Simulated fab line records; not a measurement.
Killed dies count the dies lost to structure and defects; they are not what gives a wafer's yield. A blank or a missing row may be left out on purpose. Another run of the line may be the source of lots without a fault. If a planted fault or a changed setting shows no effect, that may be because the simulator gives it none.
The same fault as seen by 2 desks :: flow gf180mcu :: only its own numbers are on each desk; what lay behind them is given at the end

## THE METROLOGY DESK
Means of the sampled wafers that have a number, per lot and without regard to the tool the lot ran on: this is what the gauges read. Any lot whose mean is over 4 standard deviations away from the usual mean is out of limits and marked OUT; that distance is given in the brackets.
Columns: A = cd-nm at GF_V4_CD_MEAS_14, usual 260.3 nm; B = MIM_ALCU_RS at GF_MIM_RS_MEAS_10, usual 0.1598 ohm/sq; C = MIM_ALCU_THK at GF_MIM_THK_MEAS_11, usual 201.4 nm
lot: L405
first seen here: day 24 08:37
A: 259.9
B: 0.1582
C: 202.9

lot: L406
first seen here: day 24 20:12
A: 261.9
B: 0.1581
C: 203.9

lot: L412
first seen here: day 26 16:25
A: 261.4
B: 0.1467 (-9.4) OUT
C: 222.2 (+11) OUT

lot: L413
first seen here: day 27 10:09
A: 260.8
B: 0.1363 (-17) OUT
C: 237.4 (+19) OUT

lot: L421
first seen here: day 29 10:10
A: 261.3
B: 0.1628
C: 199.1

lot: L422
first seen here: day 29 15:28
A: 260.2
B: 0.1579
C: 203.9

lot: L423
first seen here: day 30 01:01
A: 260.0
B: 0.1583
C: 203.9

lot: L424
first seen here: day 30 10:23
A: 260.0
B: 0.1598
C: 201.0

lot: L425
first seen here: day 30 16:04
A: 259.0
B: 0.1592
C: 201.9

lot: L426
first seen here: day 30 20:55
A: 260.8
B: 0.1588
C: 202.4

lot: L427
first seen here: day 31 01:22
A: 261.0
B: 0.1601
C: 202.1
Per this desk, out of limits: L412, L413; the first was L412, day 26 18:20 (MIM_ALCU_RS at GF_MIM_RS_MEAS_10). L405, L406, L421, L422, L423, L424, L425, L426, L427: within limits.

## THE TOOL OWNER'S DESK: pvd-sputter-02
The tool's own readings at GF_MIM_SPUTTER_08 (material AlCu, target thk 200 nm, time 10.6 s): means of the sampled wafers that have a number, for each lot that ran on this tool. Any lot whose mean is over 4 standard deviations away from the usual mean is out of limits and marked OUT; that distance is given in the brackets.
Columns: A = throttle-valve-pct at GF_MIM_SPUTTER_08, usual 29.8 %
lot: L412
first seen here: day 26 18:17
A: 30.1

lot: L413
first seen here: day 27 12:01
A: 29.7

lot: L423
first seen here: day 30 02:55
A: 30.3

lot: L427
first seen here: day 31 03:14
A: 30.2
Finding of this desk: none of the 4 lots has anything out of limits.

## PUT TOGETHER
At day 26 18:20 the metrology desk could have sounded an alarm, on L412, L413.
Nothing out of limits was seen by the tool owner's desk.
The tool owner's desk has L412, L413 on record, within its limits.
GF_MIM_SPUTTER_08 was run on pvd-sputter-02 by each of the lots named.

## WHAT THE SIMULATOR HAD PUT IN
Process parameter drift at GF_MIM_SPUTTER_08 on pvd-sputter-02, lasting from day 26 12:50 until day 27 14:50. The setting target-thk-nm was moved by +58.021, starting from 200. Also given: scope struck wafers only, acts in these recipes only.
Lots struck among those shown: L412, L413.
Hours from the fault's start to each desk's first reading out of limits: the metrology desk, 6.
